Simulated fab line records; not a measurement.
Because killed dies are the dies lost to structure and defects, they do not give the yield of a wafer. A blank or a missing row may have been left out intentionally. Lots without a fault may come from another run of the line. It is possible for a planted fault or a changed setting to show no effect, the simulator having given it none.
fab line records	flow gf180mcu	part 1 of 2: steps 1 to 27 of 40
record: lots: 5	wafers: 15	lastDay: 34
route steps=602 shown VT_IMPLANT@105 MVSD@136 NWELL@137 LVPWELL@138 MVPSD@139 DUAL_GATE@141
lots that met no fault: taken from a fault-free run of the same line
startH: hours from the record's opening day to when the first of the lot's shown wafers began	waitH: hours elapsed since this lot's preceding step	" identical to the entry in the row above	L1.1+2: a single row standing in for several wafers	- no value present, or no start provided	* or withheld: withheld	< > ~ a bound
route shown NAME@n: a module of which the file shows steps, and the number in the route of the first	usual: average and standard deviation across the fault-free wafers	same: alike in all rows	chamber/n: place in a boat	sites: per-site readings	_std_site: standard deviation of those values	_edge_site: the outer-site mean with the inner-site mean subtracted	radiusMm: for every site, how far away it sits from the centre of the wafer	mask NAME#n: copy n	behind: the most recent tool/chamber to have shaped the wafer	hold: the reason the lot was held/the length of the hold in hours/how it ended	device: names the non-switching transistor (n, p or np)	end of line: the same wafers' tests at the end of the route	a step with no rows: only its recipe	killed: at the first sort, the dies lost to defects and structure; wafer yield is something else	map: shows each die of a wafer: x if killed, . if not, _ if none is there
set.NAME: the setting as run; set.NAME@STEP: as run at that earlier step	model.NAME: the simulator's own value behind a step, which no gauge read
lots at selected steps of the route; one table per step, one row per wafer
services: a tool's chamber out of use, with start hour (startH, from the record's first day; less than 0 if before it), hours out, and reason
== steps ==
step: GF_VT_IMPLANT_EXPOSE_15
recipe: maskId: Nwell_LV_AREA	targetCdNm: 860	na: 0.6	sourceShape: conventional	sigmaOuter: 0.6	doseMj: 140
usual: focusOffsetNm: 0.1/0.51
lot.wafer	tool	chamber	startH	waitH	mask	focusOffsetNm
L084.1	ilineStepper-01	0	-	-	Nwell_LV_AREA#0	-0.5
L084.5	"	0	"	"	Nwell_LV_AREA#0	0.1
L084.6	"	0	"	"	Nwell_LV_AREA#0	0.3
L085.2	ilineStepper-01	0	-	-	Nwell_LV_AREA#0	0.4
L085.4	"	0	"	"	Nwell_LV_AREA#0	0.8
L085.5	"	0	"	"	Nwell_LV_AREA#0	-0.7
L086.1	ilineStepper-01	0	-	-	Nwell_LV_AREA#0	-0.6
L086.4	"	0	"	"	Nwell_LV_AREA#0	-0.2
L086.5	"	0	"	"	Nwell_LV_AREA#0	-0.9
L091.2	ilineStepper-01	0	-	-	Nwell_LV_AREA#0	0.1
L091.4	"	0	"	"	Nwell_LV_AREA#0	-0.1
L091.5	"	0	"	"	Nwell_LV_AREA#0	-0.9
L096.2	ilineStepper-01	0	-	-	Nwell_LV_AREA#0	0.2
L096.3	"	0	"	"	Nwell_LV_AREA#0	0.7
L096.4	"	0	"	"	Nwell_LV_AREA#0	0.4
step: GF_VT_IMPLANT_PEB_16
recipe: tempC: withheld	timeS: *	resist: NOVOLAK
lot.wafer	tool	chamber	startH	waitH
L084.1+5+6	lithoTrack-02	0	-	-
L085.2+4+5	lithoTrack-02	0	-	-
L086.1+4+5	lithoTrack-01	0	-	-
L091.2+4+5	lithoTrack-04	0	-	-
L096.2+3+4	lithoTrack-01	0	-	-
step: GF_VT_IMPLANT_DEVELOP_17
recipe: developTimeS: 60	devTempC: 23
lot.wafer	tool	chamber	startH	waitH
L084.1+5+6	lithoTrack-02	0	189.90	0.1
L085.2+4+5	lithoTrack-02	0	192.93	0.1
L086.1+4+5	lithoTrack-01	0	201.73	0.1
L091.2+4+5	lithoTrack-04	0	234.07	0.1
L096.2+3+4	lithoTrack-01	0	266.25	0.1
step: GF_VT_IMPLANT_OVL_MEAS_18
usual: VT_IMPLANT_01_OVL: -0.2/1.6
lot.wafer	tool	chamber	startH	waitH	VT_IMPLANT_01_OVL[nm]
L084.1	overlay-02	-	190.05	0.1	1.3
L084.5	"	-	"	"	2.6
L084.6	"	-	"	"	3.2
L085.2	overlay-02	-	193.06	0.1	-0.6
L085.4	"	-	"	"	-2.0
L085.5	"	-	"	"	-2.4
L086.1	overlay-02	-	201.88	0.1	-3.8
L086.4	"	-	"	"	-2.9
L086.5	"	-	"	"	-2.1
L091.2	overlay-02	-	234.20	0.1	-1.5
L091.4	"	-	"	"	-3.1
L091.5	"	-	"	"	-1.2
L096.2	overlay-01	-	266.38	0.1	0.5
L096.3	"	-	"	"	-1.3
L096.4	"	-	"	"	-1.3
step: GF_VT_IMPLANT_IMPLANT_19
recipe: species: As	energyKev: 100	doseCm2: 4.35e+12	tiltDeg: 7
usual: doseIonsCm2: 4.35e+12/4.7e+09
lot.wafer	tool	chamber	startH	waitH	doseIonsCm2
L084.1	implanter-02	0	190.09	0.0	4.349e+12
L084.5	"	0	"	"	4.355e+12
L084.6	"	0	"	"	4.348e+12
L085.2	implanter-03	0	193.11	0.0	4.355e+12
L085.4	"	0	"	"	4.349e+12
L085.5	"	0	"	"	4.346e+12
L086.1	implanter-02	0	201.91	0.0	4.346e+12
L086.4	"	0	"	"	4.346e+12
L086.5	"	0	"	"	4.341e+12
L091.2	implanter-03	0	234.25	0.0	4.349e+12
L091.4	"	0	"	"	4.348e+12
L091.5	"	0	"	"	4.356e+12
L096.2	implanter-02	0	266.44	0.0	4.356e+12
L096.3	"	0	"	"	4.348e+12
L096.4	"	0	"	"	4.359e+12
step: GF_VT_IMPLANT_STRIP_20
recipe: chemistry: O2/N2	powerW: 1400	pressureMtorr: 1500	platenTempC: 250	o2FlowSccm: 3000	n2FlowSccm: 300	overashFraction: 0.5
usual: drypumpMotorCurrentA: 5.76/0.24	heaterPowerW: 329/35	o2FlowSccm: 3000/9.5	oesProductAu: 0.717/0.0047	stripTimeToEndpointS: 12.61/0.032
lot.wafer	tool	chamber	startH	waitH	drypumpMotorCurrentA	heaterPowerW	o2FlowSccm	oesProductAu	rfHoursCounterH	stripTimeToEndpointS
L084.1	plasmaAsher-01	1	190.24	0.1	5.61	388	2999	0.720	8	12.60
L084.5	"	0	"	"	5.77	287	2992	0.712	-	12.62
L084.6	"	1	"	"	5.59	397	3005	0.714	-	12.61
L085.2	plasmaAsher-04	0	193.24	0.1	6.09	319	3004	0.717	56	12.57
L085.4	"	0	"	"	6.09	320	2989	0.710	-	12.62
L085.5	"	1	"	"	6.01	341	2994	0.717	-	12.59
L086.1	plasmaAsher-03	1	202.06	0.1	5.41	349	3002	0.713	55	12.62
L086.4	"	1	"	"	5.42	350	2990	0.721	-	12.60
L086.5	"	0	"	"	5.76	293	3002	0.709	-	12.60
L091.2	plasmaAsher-04	1	234.38	0.1	6.02	343	3005	0.718	60	12.60
L091.4	"	0	"	"	6.09	323	2991	0.717	-	12.57
L091.5	"	0	"	"	6.11	319	3008	0.719	-	12.57
L096.2	plasmaAsher-04	0	266.56	0.1	6.10	319	3000	0.713	63	12.56
L096.3	"	1	"	"	6.01	352	2990	0.716	-	12.61
L096.4	"	0	"	"	6.10	324	2994	0.716	-	12.56
step: GF_VT_IMPLANT_TW_MEAS_21
usual: VT_IMPLANT_2_TW: 1211/11
lot.wafer	tool	chamber	startH	waitH	VT_IMPLANT_2_TW
L084.1	filmMetro-04	-	190.34	0.1	1202
L084.5	"	-	"	"	1196
L084.6	"	-	"	"	1198
L085.2	filmMetro-03	-	193.35	0.1	1205
L085.4	"	-	"	"	1204
L085.5	"	-	"	"	1197
L086.1	filmMetro-01	-	202.16	0.1	1233
L086.4	"	-	"	"	1229
L086.5	"	-	"	"	1230
L091.2	filmMetro-04	-	234.49	0.1	1209
L091.4	"	-	"	"	1206
L091.5	"	-	"	"	1204
L096.2	filmMetro-03	-	266.67	0.1	1202
L096.3	"	-	"	"	1196
L096.4	"	-	"	"	1205
step: GF_VT_IMPLANT_DEHYDRATE_22
recipe: tempC: 200	timeS: 60
lot.wafer	tool	chamber	startH	waitH
L084.1+5+6	lithoTrack-02	0	198.30	8.0
L085.2+4+5	lithoTrack-04	0	201.72	8.4
L086.1+4+5	lithoTrack-01	0	209.92	7.8
L091.2+4+5	lithoTrack-02	0	243.98	9.5
L096.2+3+4	lithoTrack-02	0	275.73	9.0
step: GF_VT_IMPLANT_HMDS_23
recipe: primeTimeS: 60	primeTempC: 120
lot.wafer	tool	chamber	startH	waitH
L084.1+5+6	lithoTrack-02	0	198.45	0.1
L085.2+4+5	lithoTrack-04	0	201.87	0.1
L086.1+4+5	lithoTrack-01	0	210.07	0.1
L091.2+4+5	lithoTrack-02	0	244.13	0.1
L096.2+3+4	lithoTrack-02	0	275.88	0.1
step: GF_VT_IMPLANT_COAT_24
recipe: resist: NOVOLAK	spinRpm: 3000	resistThkNm: 1000
usual: spinSpeedRpm: 3000.1/2.6
lot.wafer	tool	chamber	startH	waitH	spinSpeedRpm
L084.1	lithoTrack-02	0	198.60	0.1	2997.7
L084.5	"	0	"	"	2996.6
L084.6	"	0	"	"	2995.1
L085.2	lithoTrack-04	0	202.02	0.1	3000.4
L085.4	"	0	"	"	2997.1
L085.5	"	0	"	"	3000.9
L086.1	lithoTrack-01	0	210.22	0.1	2998.0
L086.4	"	0	"	"	3000.1
L086.5	"	0	"	"	2999.8
L091.2	lithoTrack-02	0	244.28	0.1	3001.6
L091.4	"	0	"	"	2998.2
L091.5	"	0	"	"	3000.0
L096.2	lithoTrack-02	0	276.03	0.1	2997.2
L096.3	"	0	"	"	2999.2
L096.4	"	0	"	"	3001.2
step: GF_VT_IMPLANT_SOFTBAKE_25
recipe: tempC: 90	timeS: 60	resist: NOVOLAK
lot.wafer	tool	chamber	startH	waitH
L084.1+5+6	lithoTrack-02	0	198.75	0.1
L085.2+4+5	lithoTrack-04	0	202.17	0.1
L086.1+4+5	lithoTrack-01	0	210.37	0.1
L091.2+4+5	lithoTrack-02	0	244.43	0.1
L096.2+3+4	lithoTrack-02	0	276.18	0.1
step: GF_VT_IMPLANT_EXPOSE_26
recipe: maskId: LVPWELL_HV_AREA	targetCdNm: 860	na: 0.6	sourceShape: conventional	sigmaOuter: 0.6	doseMj: 140
usual: focusOffsetNm: 0.1/0.51
lot.wafer	tool	chamber	startH	waitH	mask	focusOffsetNm
L084.1	ilineStepper-02	0	-	-	LVPWELL_HV_AREA#0	-0.2
L084.5	"	0	"	"	LVPWELL_HV_AREA#0	-0.2
L084.6	"	0	"	"	LVPWELL_HV_AREA#0	0.3
L085.2	ilineStepper-01	0	-	-	LVPWELL_HV_AREA#0	0.6
L085.4	"	0	"	"	LVPWELL_HV_AREA#0	-0.3
L085.5	"	0	"	"	LVPWELL_HV_AREA#0	-0.1
L086.1	ilineStepper-02	0	-	-	LVPWELL_HV_AREA#0	0.5
L086.4	"	0	"	"	LVPWELL_HV_AREA#0	-0.4
L086.5	"	0	"	"	LVPWELL_HV_AREA#0	0.0
L091.2	ilineStepper-02	0	-	-	LVPWELL_HV_AREA#0	-0.5
L091.4	"	0	"	"	LVPWELL_HV_AREA#0	-0.5
L091.5	"	0	"	"	LVPWELL_HV_AREA#0	-1.1
L096.2	ilineStepper-01	0	-	-	LVPWELL_HV_AREA#0	0.1
L096.3	"	0	"	"	LVPWELL_HV_AREA#0	0.3
L096.4	"	0	"	"	LVPWELL_HV_AREA#0	1.0
step: GF_VT_IMPLANT_PEB_27
recipe: tempC: withheld	timeS: *	resist: NOVOLAK
lot.wafer	tool	chamber	startH	waitH
L084.1+5+6	lithoTrack-02	0	-	-
L085.2+4+5	lithoTrack-04	0	-	-
L086.1+4+5	lithoTrack-02	0	-	-
L091.2+4+5	lithoTrack-01	0	-	-
L096.2+3+4	lithoTrack-02	0	-	-
step: GF_VT_IMPLANT_DEVELOP_28
recipe: developTimeS: 60	devTempC: 24.03
lot.wafer	tool	chamber	startH	waitH
L084.1+5+6	lithoTrack-02	0	207.50	0.1
L085.2+4+5	lithoTrack-04	0	210.52	0.1
L086.1+4+5	lithoTrack-02	0	219.50	0.1
L091.2+4+5	lithoTrack-01	0	252.95	0.1
L096.2+3+4	lithoTrack-02	0	286.13	0.1
step: GF_VT_IMPLANT_OVL_MEAS_29
usual: VT_IMPLANT_02_OVL: -1.5/1.6
lot.wafer	tool	chamber	startH	waitH	VT_IMPLANT_02_OVL[nm]
L084.1	overlay-02	-	207.65	0.1	-1.4
L084.5	"	-	"	"	-3.1
L084.6	"	-	"	"	-1.4
L085.2	overlay-01	-	210.65	0.1	-0.6
L085.4	"	-	"	"	0.2
L085.5	"	-	"	"	0.3
L086.1	overlay-01	-	219.65	0.1	-0.6
L086.4	"	-	"	"	-2.5
L086.5	"	-	"	"	-1.5
L091.2	overlay-02	-	253.08	0.1	-1.7
L091.4	"	-	"	"	-1.2
L091.5	"	-	"	"	-1.3
L096.2	overlay-01	-	286.26	0.1	0.1
L096.3	"	-	"	"	0.5
L096.4	"	-	"	"	-1.4
step: GF_VT_IMPLANT_IMPLANT_30
recipe: species: B	energyKev: 25	doseCm2: 2.534e+12	tiltDeg: 7
usual: doseIonsCm2: 2.5345e+12/2.6e+09
lot.wafer	tool	chamber	startH	waitH	doseIonsCm2
L084.1	implanter-02	0	207.69	0.0	2.5335e+12
L084.5	"	0	"	"	2.5386e+12
L084.6	"	0	"	"	2.54e+12
L085.2	implanter-02	0	210.70	0.0	2.5362e+12
L085.4	"	0	"	"	2.5296e+12
L085.5	"	0	"	"	2.5322e+12
L086.1	implanter-03	0	219.69	0.0	2.5353e+12
L086.4	"	0	"	"	2.5354e+12
L086.5	"	0	"	"	2.5375e+12
L091.2	implanter-02	0	253.14	0.0	2.5377e+12
L091.4	"	0	"	"	2.536e+12
L091.5	"	0	"	"	2.5329e+12
L096.2	implanter-03	0	286.31	0.0	2.5308e+12
L096.3	"	0	"	"	2.5303e+12
L096.4	"	0	"	"	2.5344e+12
step: GF_VT_IMPLANT_STRIP_31
recipe: chemistry: O2/N2	powerW: 1400	pressureMtorr: 1500	platenTempC: 250	o2FlowSccm: 3000	n2FlowSccm: 300	overashFraction: 0.5
usual: drypumpMotorCurrentA: 5.72/0.23	heaterPowerW: 327/36	o2FlowSccm: 3000/9.6	oesProductAu: 0.716/0.0047	stripTimeToEndpointS: 12.61/0.039
lot.wafer	tool	chamber	startH	waitH	drypumpMotorCurrentA	heaterPowerW	o2FlowSccm	oesProductAu	rfHoursCounterH	stripTimeToEndpointS
L084.1	plasmaAsher-03	1	207.84	0.1	5.43	346	2993	0.712	56	12.64
L084.5	"	0	"	"	5.73	291	3017	0.725	-	12.64
L084.6	"	1	"	"	5.43	352	2992	0.726	-	12.58
L085.2	plasmaAsher-03	0	210.83	0.1	5.76	290	2991	0.711	56	12.64
L085.4	"	1	"	"	5.44	345	3018	0.709	-	12.62
L085.5	"	0	"	"	5.76	284	3006	0.718	-	12.65
L086.1	plasmaAsher-03	0	219.84	0.1	5.76	291	3001	0.713	57	12.52
L086.4	"	1	"	"	5.43	355	2986	0.724	-	12.59
L086.5	"	1	"	"	5.42	354	2994	0.714	-	12.55
L091.2	plasmaAsher-04	1	253.26	0.1	6.00	352	3005	0.716	62	12.65
L091.4	"	0	"	"	6.10	321	3019	0.710	-	12.68
L091.5	"	0	"	"	6.11	316	3013	0.716	-	12.67
L096.2	plasmaAsher-01	1	286.44	0.1	5.61	403	3013	0.714	18	12.64
L096.3	"	1	"	"	5.59	390	3008	0.719	-	12.63
L096.4	"	0	"	"	5.74	290	2987	0.717	-	12.62
step: GF_VT_IMPLANT_TW_MEAS_32
usual: VT_IMPLANT_3_TW: 269.1/2.7
lot.wafer	tool	chamber	startH	waitH	VT_IMPLANT_3_TW
L084.1	filmMetro-03	-	207.94	0.1	269.1
L084.5	"	-	"	"	266.7
L084.6	"	-	"	"	266.7
L085.2	filmMetro-04	-	210.94	0.1	266.5
L085.4	"	-	"	"	266.8
L085.5	"	-	"	"	266.8
L086.1	filmMetro-01	-	219.94	0.1	271.3
L086.4	"	-	"	"	270.4
L086.5	"	-	"	"	269.8
L091.2	filmMetro-03	-	253.37	0.1	267.3
L091.4	"	-	"	"	268.3
L091.5	"	-	"	"	266.6
L096.2	filmMetro-01	-	286.55	0.1	273.2
L096.3	"	-	"	"	272.2
L096.4	"	-	"	"	271.4
step: GF_VT_IMPLANT_DEHYDRATE_33
recipe: tempC: 200	timeS: 60
lot.wafer	tool	chamber	startH	waitH
L084.1+5+6	lithoTrack-01	0	216.27	8.3
L085.2+4+5	lithoTrack-04	0	219.57	8.6
L086.1+4+5	lithoTrack-02	0	227.95	8.0
L091.2+4+5	lithoTrack-01	0	261.65	8.3
L096.2+3+4	lithoTrack-04	0	296.02	9.5
step: GF_VT_IMPLANT_HMDS_34
recipe: primeTimeS: 60	primeTempC: 120
lot.wafer	tool	chamber	startH	waitH
L084.1+5+6	lithoTrack-01	0	216.42	0.1
L085.2+4+5	lithoTrack-04	0	219.72	0.1
L086.1+4+5	lithoTrack-02	0	228.10	0.1
L091.2+4+5	lithoTrack-01	0	261.80	0.1
L096.2+3+4	lithoTrack-04	0	296.17	0.1
step: GF_VT_IMPLANT_COAT_35
recipe: resist: NOVOLAK	spinRpm: 3000	resistThkNm: 1000
usual: spinSpeedRpm: 2999.8/2.5
lot.wafer	tool	chamber	startH	waitH	spinSpeedRpm
L084.1	lithoTrack-01	0	216.57	0.1	2999.0
L084.5	"	0	"	"	2996.3
L084.6	"	0	"	"	3000.7
L085.2	lithoTrack-04	0	219.87	0.1	3003.3
L085.4	"	0	"	"	3001.5
L085.5	"	0	"	"	3002.7
L086.1	lithoTrack-02	0	228.25	0.1	2996.6
L086.4	"	0	"	"	3002.7
L086.5	"	0	"	"	3004.1
L091.2	lithoTrack-01	0	261.95	0.1	2998.9
L091.4	"	0	"	"	2998.9
L091.5	"	0	"	"	2998.8
L096.2	lithoTrack-04	0	296.32	0.1	3000.2
L096.3	"	0	"	"	3001.4
L096.4	"	0	"	"	2999.0
step: GF_VT_IMPLANT_SOFTBAKE_36
recipe: tempC: 90	timeS: 60	resist: NOVOLAK
lot.wafer	tool	chamber	startH	waitH
L084.1+5+6	lithoTrack-01	0	216.72	0.1
L085.2+4+5	lithoTrack-04	0	220.02	0.1
L086.1+4+5	lithoTrack-02	0	228.40	0.1
L091.2+4+5	lithoTrack-01	0	262.10	0.1
L096.2+3+4	lithoTrack-04	0	296.47	0.1
step: GF_VT_IMPLANT_EXPOSE_37
recipe: maskId: Nwell_HV_AREA	targetCdNm: 860	na: 0.6	sourceShape: conventional	sigmaOuter: 0.6	doseMj: 140
usual: focusOffsetNm: 0.0/0.5
lot.wafer	tool	chamber	startH	waitH	mask	focusOffsetNm
L084.1	ilineStepper-02	0	-	-	Nwell_HV_AREA#0	0.8
L084.5	"	0	"	"	Nwell_HV_AREA#0	0.6
L084.6	"	0	"	"	Nwell_HV_AREA#0	-0.1
L085.2	ilineStepper-01	0	-	-	Nwell_HV_AREA#0	0.2
L085.4	"	0	"	"	Nwell_HV_AREA#0	-0.3
L085.5	"	0	"	"	Nwell_HV_AREA#0	-0.8
L086.1	ilineStepper-02	0	-	-	Nwell_HV_AREA#0	-0.1
L086.4	"	0	"	"	Nwell_HV_AREA#0	0.9
L086.5	"	0	"	"	Nwell_HV_AREA#0	0.0
L091.2	ilineStepper-02	0	-	-	Nwell_HV_AREA#0	-0.7
L091.4	"	0	"	"	Nwell_HV_AREA#0	0.1
L091.5	"	0	"	"	Nwell_HV_AREA#0	-0.5
L096.2	ilineStepper-02	0	-	-	Nwell_HV_AREA#0	0.8
L096.3	"	0	"	"	Nwell_HV_AREA#0	0.8
L096.4	"	0	"	"	Nwell_HV_AREA#0	-0.3
step: GF_VT_IMPLANT_PEB_38
recipe: tempC: withheld	timeS: *	resist: NOVOLAK
lot.wafer	tool	chamber	startH	waitH
L084.1+5+6	lithoTrack-02	0	-	-
L085.2+4+5	lithoTrack-01	0	-	-
L086.1+4+5	lithoTrack-04	0	-	-
L091.2+4+5	lithoTrack-01	0	-	-
L096.2+3+4	lithoTrack-02	0	-	-
step: GF_VT_IMPLANT_DEVELOP_39
recipe: developTimeS: 60	devTempC: 23
lot.wafer	tool	chamber	startH	waitH
L084.1+5+6	lithoTrack-02	0	225.90	0.1
L085.2+4+5	lithoTrack-01	0	228.25	0.1
L086.1+4+5	lithoTrack-04	0	238.19	0.1
L091.2+4+5	lithoTrack-01	0	271.60	0.1
L096.2+3+4	lithoTrack-02	0	306.63	0.1
step: GF_VT_IMPLANT_OVL_MEAS_40
usual: VT_IMPLANT_03_OVL: 0.7/1.2
lot.wafer	tool	chamber	startH	waitH	VT_IMPLANT_03_OVL[nm]
L084.1	overlay-01	-	226.05	0.1	0.5
L084.5	"	-	"	"	-0.1
L084.6	"	-	"	"	1.2
L085.2	overlay-02	-	228.38	0.1	-0.2
L085.4	"	-	"	"	1.0
L085.5	"	-	"	"	1.9
L086.1	overlay-02	-	238.34	0.1	3.5
L086.4	"	-	"	"	1.1
L086.5	"	-	"	"	1.7
L091.2	overlay-02	-	271.73	0.1	-0.1
L091.4	"	-	"	"	1.3
L091.5	"	-	"	"	1.2
L096.2	overlay-01	-	306.76	0.1	2.6
L096.3	"	-	"	"	0.4
L096.4	"	-	"	"	-0.7
step: GF_VT_IMPLANT_IMPLANT_41
recipe: species: As	energyKev: 70	doseCm2: 1.013e+12	tiltDeg: 7
usual: doseIonsCm2: 1.0129e+12/1e+09
lot.wafer	tool	chamber	startH	waitH	doseIonsCm2
L084.1	implanter-03	0	226.09	0.0	1.0129e+12
L084.5	"	0	"	"	1.0125e+12
L084.6	"	0	"	"	1.0129e+12
L085.2	implanter-02	0	228.44	0.0	1.0135e+12
L085.4	"	0	"	"	1.0124e+12
L085.5	"	0	"	"	1.0137e+12
L086.1	implanter-03	0	238.38	0.0	1.0112e+12
L086.4	"	0	"	"	1.0127e+12
L086.5	"	0	"	"	1.0105e+12
L091.2	implanter-04	0	271.78	0.0	1.0131e+12
L091.4	"	0	"	"	1.0146e+12
L091.5	"	0	"	"	1.014e+12
L096.2	implanter-03	0	306.81	0.0	1.0119e+12
L096.3	"	0	"	"	1.0148e+12
L096.4	"	0	"	"	1.0131e+12
